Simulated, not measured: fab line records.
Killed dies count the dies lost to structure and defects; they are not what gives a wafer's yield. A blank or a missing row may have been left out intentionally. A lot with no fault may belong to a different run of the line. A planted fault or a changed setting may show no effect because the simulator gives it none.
fab line records	flow gf180mcu
[record] lots = 5	wafers = 15	last-day = 33
route steps=602 shown PSD@258 NSD@262 SAB@264
lots with no fault: from the same line, run without faults
start-h: hours from the record's opening day to when the first of the lot's shown wafers began	wait-h: hours since the lot's step before	" identical to the entry in the row above	L1.1+2: one row covering several wafers at once	- either no value or no given start	* or withheld: withheld	< > ~ a bound
route shown NAME@n: names a module that has steps shown in the file, with the first one's number in the route	usual: average and standard deviation across the fault-free wafers	same: alike in all rows	chamber/n: place in a boat	sites: each site's reading	_std_site: the standard deviation of these	_edge_site: mean of outer sites minus mean of inner sites	radius-mm: for every site, how far away it sits from the centre of the wafer	mask NAME#n: copy n	behind: the tool/chamber that last shaped the wafer	hold: what put the lot on hold/how long, in hours/how the hold closed	device: transistor that didn't switch, given as n, p or np	end of line: the same wafers' tests at the end of the route	a step without rows: its recipe alone	killed: not the wafer's yield, but the dies lost to structure and defects at the first sort	map: a wafer's dies, x killed, . not, _ none there
set.NAME: the setting that was run; set.NAME@STEP: the one run at that earlier step	model.NAME: the simulator's own value behind a step, which no gauge read
lots seen at some steps along the route; tables by step, rows by wafer
services: the hour from which a tool's chamber was out of use, counted from the record's first day as start-h (under 0 if before that day), plus the number of hours and why
[[steps]]
[step GF_PSD_STRIP_10]
[recipe] chemistry = O2/N2	power-w = 1400	pressure-mtorr = 1500	platen-temp-c = 250	o2-flow-sccm = 3000	n2-flow-sccm = 300	overash-fraction = 0.5
[usual] drypump-motor-current-A = 5.97/0.26	heater-power-w = 350/26	oes-product-au = 0.591/0.0049	strip-time-to-endpoint-s = 16.53/0.032
lot.wafer	tool	chamber	start-h	wait-h	drypump-motor-current-A	heater-power-w	oes-product-au	rf-hours-counter-h	strip-time-to-endpoint-s
L076.1	plasma-asher-01	0	334.16	0.1	5.97	374	0.591	70	16.48
L076.2	"	1	"	"	6.30	358	0.588	70	16.49
L076.3	"	0	"	"	5.97	374	0.586	-	16.54
L078.3	plasma-asher-02	0	346.54	0.1	6.12	304	0.595	-	16.50
L078.5	"	0	"	"	6.13	301	0.591	-	16.49
L078.6	"	1	"	"	5.62	368	0.594	-	16.53
L083.1	plasma-asher-01	1	393.98	0.1	6.28	368	0.594	77	16.49
L083.4	"	0	"	"	5.98	367	0.594	-	16.53
L083.6	"	1	"	"	6.31	360	0.592	-	16.52
L092.2	plasma-asher-03	1	475.50	0.1	6.28	346	0.594	62	16.58
L092.4	"	0	"	"	5.72	356	0.586	-	16.56
L092.6	"	1	"	"	6.27	353	0.594	-	16.60
L094.1	plasma-asher-02	1	488.57	0.1	5.62	373	0.593	90	16.50
L094.3	"	0	"	"	6.15	307	0.592	-	16.52
L094.6	"	0	"	"	6.12	303	0.590	-	16.52
[step GF_PSD_TW_MEAS_11]
[usual] PSD_TW = 3169/18
lot.wafer	tool	chamber	start-h	wait-h	PSD_TW
L076.1	film-metro-03	-	334.26	0.1	3170
L076.2	"	-	"	"	3180
L076.3	"	-	"	"	3187
L078.3	film-metro-01	-	346.63	0.1	3137
L078.5	"	-	"	"	3152
L078.6	"	-	"	"	3166
L083.1	film-metro-01	-	394.08	0.1	3151
L083.4	"	-	"	"	3139
L083.6	"	-	"	"	3157
L092.2	film-metro-03	-	475.61	0.1	3160
L092.4	"	-	"	"	3168
L092.6	"	-	"	"	3167
L094.1	film-metro-03	-	488.67	0.1	3152
L094.3	"	-	"	"	3148
L094.6	"	-	"	"	3141
[step GF_PSD_CLEAN_12]
[recipe] chemistry = SC1/SC2	mix = 1:4:20	temp-c = 70	time-s = 150	dry = n2-spin
lot.wafer	tool	chamber	start-h	wait-h
L076.1+2+3	wet-bench-02	0	334.32	0.1
L078.3+5+6	wet-bench-04	0	346.67	0.0
L083.1+4+6	wet-bench-01	2	394.14	0.1
L092.2+4+6	wet-bench-04	2	475.66	0.0
L094.1+3+6	wet-bench-04	2	488.73	0.1
[step GF_PSD_RTA_13]
[recipe] temp-c = 1025	time-s = 20	ambient = N2
[usual] lamp-power-pct = 34.4/0.5	wafer_temp_C_max = 1028.7/1.3
lot.wafer	tool	chamber	start-h	wait-h	lamp-power-pct	wafer_temp_C_max
L076.1	rtp-anneal-02	0	334.37	0.0	34.0	1028.1
L076.2	"	0	"	"	34.0	1028.6
L076.3	"	0	"	"	34.1	1028.8
L078.3	rtp-anneal-01	0	346.74	0.0	35.1	1029.8
L078.5	"	0	"	"	35.1	1029.3
L078.6	"	0	"	"	35.0	1030.2
L083.1	rtp-anneal-01	0	394.19	0.0	35.1	1030.3
L083.4	"	0	"	"	35.1	1029.7
L083.6	"	0	"	"	35.0	1030.2
L092.2	rtp-anneal-02	0	475.73	0.0	34.0	1027.5
L092.4	"	0	"	"	34.1	1028.0
L092.6	"	0	"	"	34.0	1027.5
L094.1	rtp-anneal-02	0	488.78	0.0	34.0	1026.9
L094.3	"	0	"	"	34.0	1028.4
L094.6	"	0	"	"	34.1	1027.3
[step GF_PSD_RS_MEAS_14]
[recipe] thk-meas-gauge = four-point-probe
[usual] NSD_RS = 46.20/0.11
lot.wafer	tool	chamber	start-h	wait-h	NSD_RS[ohm/sq]
L076.1	film-metro-03	-	334.45	0.1	46.21
L076.2	"	-	"	"	46.27
L076.3	"	-	"	"	46.14
L078.3	film-metro-04	-	346.84	0.1	46.18
L078.5	"	-	"	"	46.17
L078.6	"	-	"	"	46.26
L083.1	film-metro-01	-	394.27	0.1	46.12
L083.4	"	-	"	"	46.19
L083.6	"	-	"	"	45.96
L092.2	film-metro-03	-	475.82	0.1	46.13
L092.4	"	-	"	"	46.25
L092.6	"	-	"	"	46.24
L094.1	film-metro-03	-	488.87	0.1	46.41
L094.3	"	-	"	"	46.34
L094.6	"	-	"	"	46.21
[step GF_PSD_RS_MEAS_15]
[recipe] thk-meas-gauge = four-point-probe
[usual] PSD_RS = 108.7/0.34
lot.wafer	tool	chamber	start-h	wait-h	PSD_RS[ohm/sq]
L076.1	film-metro-03	-	334.57	0.1	108.7
L076.2	"	-	"	"	108.8
L076.3	"	-	"	"	108.5
L078.3	film-metro-04	-	346.96	0.1	109.2
L078.5	"	-	"	"	108.8
L078.6	"	-	"	"	109.1
L083.1	film-metro-01	-	394.39	0.1	108.4
L083.4	"	-	"	"	108.7
L083.6	"	-	"	"	108.4
L092.2	film-metro-03	-	475.94	0.1	108.2
L092.4	"	-	"	"	108.9
L092.6	"	-	"	"	108.8
L094.1	film-metro-03	-	488.99	0.1	109.4
L094.3	"	-	"	"	109.6
L094.6	"	-	"	"	109.5
[step GF_SAB_CVD_00]
[recipe] material = SiO2	target-thk-nm = 50	precursor = TEOS	temp-c = 400	time-s = 4.9302	rf-w = 600
[usual] heater-power-w = 721/95
lot.wafer	tool	chamber	start-h	wait-h	heater-power-w
L076.1	pecvd-03	1	334.69	0.1	675
L076.2	"	2	"	"	643
L076.3	"	0	"	"	776
L078.3	pecvd-04	1	347.04	0.1	748
L078.5	"	0	"	"	777
L078.6	"	1	"	"	752
L083.1	pecvd-04	2	394.51	0.1	843
L083.4	"	0	"	"	799
L083.6	"	1	"	"	748
L092.2	pecvd-04	0	476.04	0.1	887
L092.4	"	1	"	"	738
L092.6	"	0	"	"	892
L094.1	pecvd-04	1	489.11	0.1	734
L094.3	"	0	"	"	836
L094.6	"	0	"	"	858
[step GF_SAB_THK_MEAS_01]
[recipe] reads = SiO2_of_SAB_CVD_00
[usual] SAB_CVD_00_THK = 49.8/0.7
lot.wafer	tool	chamber	start-h	wait-h	SAB_CVD_00_THK[nm]
L076.1	film-metro-02	-	334.71	0.0	48.9
L076.2	"	-	"	"	49.3
L076.3	"	-	"	"	48.8
L078.3	film-metro-02	-	347.08	0.0	49.0
L078.5	"	-	"	"	50.6
L078.6	"	-	"	"	50.1
L083.1	film-metro-02	-	394.53	0.0	49.8
L083.4	"	-	"	"	51.0
L083.6	"	-	"	"	50.7
L092.2	film-metro-01	-	476.07	0.0	50.8
L092.4	"	-	"	"	50.0
L092.6	"	-	"	"	50.3
L094.1	film-metro-01	-	489.13	0.0	49.5
L094.3	"	-	"	"	49.7
L094.6	"	-	"	"	50.6
[step GF_SAB_DEHYDRATE_02]
[recipe] temp-c = 200	time-s = 60
[usual] plate-temp-C = 200.01/0.16
lot.wafer	tool	chamber	start-h	wait-h	plate-temp-C
L076.1	litho-track-03	0	344.62	9.9	200.17
L076.2	"	0	"	"	200.22
L076.3	"	0	"	"	199.88
L078.3	litho-track-01	0	357.75	10.7	199.82
L078.5	"	0	"	"	200.15
L078.6	"	0	"	"	199.86
L083.1	litho-track-01	0	405.50	11.0	200.05
L083.4	"	0	"	"	199.96
L083.6	"	0	"	"	199.96
L092.2	litho-track-04	0	487.39	11.3	200.17
L092.4	"	0	"	"	200.15
L092.6	"	0	"	"	200.31
L094.1	litho-track-04	0	500.27	11.1	199.60
L094.3	"	0	"	"	200.09
L094.6	"	0	"	"	199.92
[step GF_SAB_HMDS_03]
[recipe] prime-time-s = 60	prime-temp-c = 120
lot.wafer	tool	chamber	start-h	wait-h
L076.1+2+3	litho-track-03	0	344.77	0.1
L078.3+5+6	litho-track-01	0	357.90	0.1
L083.1+4+6	litho-track-01	0	405.65	0.1
L092.2+4+6	litho-track-04	0	487.54	0.1
L094.1+3+6	litho-track-04	0	500.42	0.1
[step GF_SAB_COAT_04]
[recipe] resist = NOVOLAK	spin-rpm = 3000	resist-thk-nm = 1000
lot.wafer	tool	chamber	start-h	wait-h
L076.1+2+3	litho-track-03	0	344.92	0.1
L078.3+5+6	litho-track-01	0	358.05	0.1
L083.1+4+6	litho-track-01	0	405.80	0.1
L092.2+4+6	litho-track-04	0	487.69	0.1
L094.1+3+6	litho-track-04	0	500.57	0.1
[step GF_SAB_SOFTBAKE_05]
[recipe] temp-c = 90	time-s = 60	resist = NOVOLAK
[usual] plate-temp-C = 89.96/0.12
lot.wafer	tool	chamber	start-h	wait-h	plate-temp-C
L076.1	litho-track-03	0	345.07	0.1	89.69
L076.2	"	0	"	"	90.01
L076.3	"	0	"	"	89.96
L078.3	litho-track-01	0	358.20	0.1	89.92
L078.5	"	0	"	"	89.96
L078.6	"	0	"	"	89.78
L083.1	litho-track-01	0	405.95	0.1	89.83
L083.4	"	0	"	"	89.99
L083.6	"	0	"	"	89.73
L092.2	litho-track-04	0	487.84	0.1	89.91
L092.4	"	0	"	"	90.05
L092.6	"	0	"	"	90.07
L094.1	litho-track-04	0	500.72	0.1	89.94
L094.3	"	0	"	"	89.96
L094.6	"	0	"	"	90.09
[step GF_SAB_EXPOSE_06]
[recipe] mask-id = SAB	target-cd-nm = 420	na = 0.6	source-shape = conventional	sigma-outer = 0.6	dose-mj = 140
[usual] exposure-dose-mJ-cm2 = 139.94/0.14
lot.wafer	tool	chamber	start-h	wait-h	mask	exposure-dose-mJ-cm2
L076.1	iline-stepper-01	0	-	-	SAB#0	140.15
L076.2	"	0	"	"	SAB#0	140.21
L076.3	"	0	"	"	SAB#0	139.90
L078.3	iline-stepper-01	0	-	-	SAB#0	139.82
L078.5	"	0	"	"	SAB#0	139.70
L078.6	"	0	"	"	SAB#0	140.00
L083.1	iline-stepper-02	0	-	-	SAB#0	139.98
L083.4	"	0	"	"	SAB#0	139.92
L083.6	"	0	"	"	SAB#0	139.90
L092.2	iline-stepper-02	0	-	-	SAB#0	139.86
L092.4	"	0	"	"	SAB#0	139.81
L092.6	"	0	"	"	SAB#0	139.73
L094.1	iline-stepper-02	0	-	-	SAB#0	139.94
L094.3	"	0	"	"	SAB#0	140.21
L094.6	"	0	"	"	SAB#0	139.97
[[services]]
tool	chamber	start-h	hours	kind
iline-stepper-01	0	315.79	-	calibration
pecvd-04	-	325.08	5.5	pm
wet-bench-01	-	334.52	1.6	repair
plasma-asher-03	-	339.17	28.1	pm
litho-track-04	-	346.43	-	consumable-replace:filter
iline-stepper-02	-	352.34	2.1	pm
iline-stepper-02	-	354.43	-	consumable-replace:lamp
pecvd-04	1	359.31	8.0	repair
rtp-anneal-01	-	361.11	6.5	pm
wet-bench-02	-	372.11	1.9	pm
plasma-asher-02	-	403.15	2.8	pm
plasma-asher-01	-	421.25	9.0	pm
iline-stepper-01	-	425.29	2.1	pm
pecvd-03	1	433.13	12.7	repair
iline-stepper-01	-	436.54	3.7	repair
plasma-asher-01	-	439.51	8.3	repair
plasma-asher-01	-	447.80	14.6	pm
plasma-asher-01	-	461.10	18.0	repair
pecvd-03	-	468.85	2.8	pm
plasma-asher-03	-	473.05	0.8	repair
iline-stepper-01	-	484.94	4.4	pm
iline-stepper-02	-	492.39	1.7	pm
pecvd-03	0	498.05	4.2	repair
pecvd-03	1	499.11	1.9	repair
[[key]]
fault none
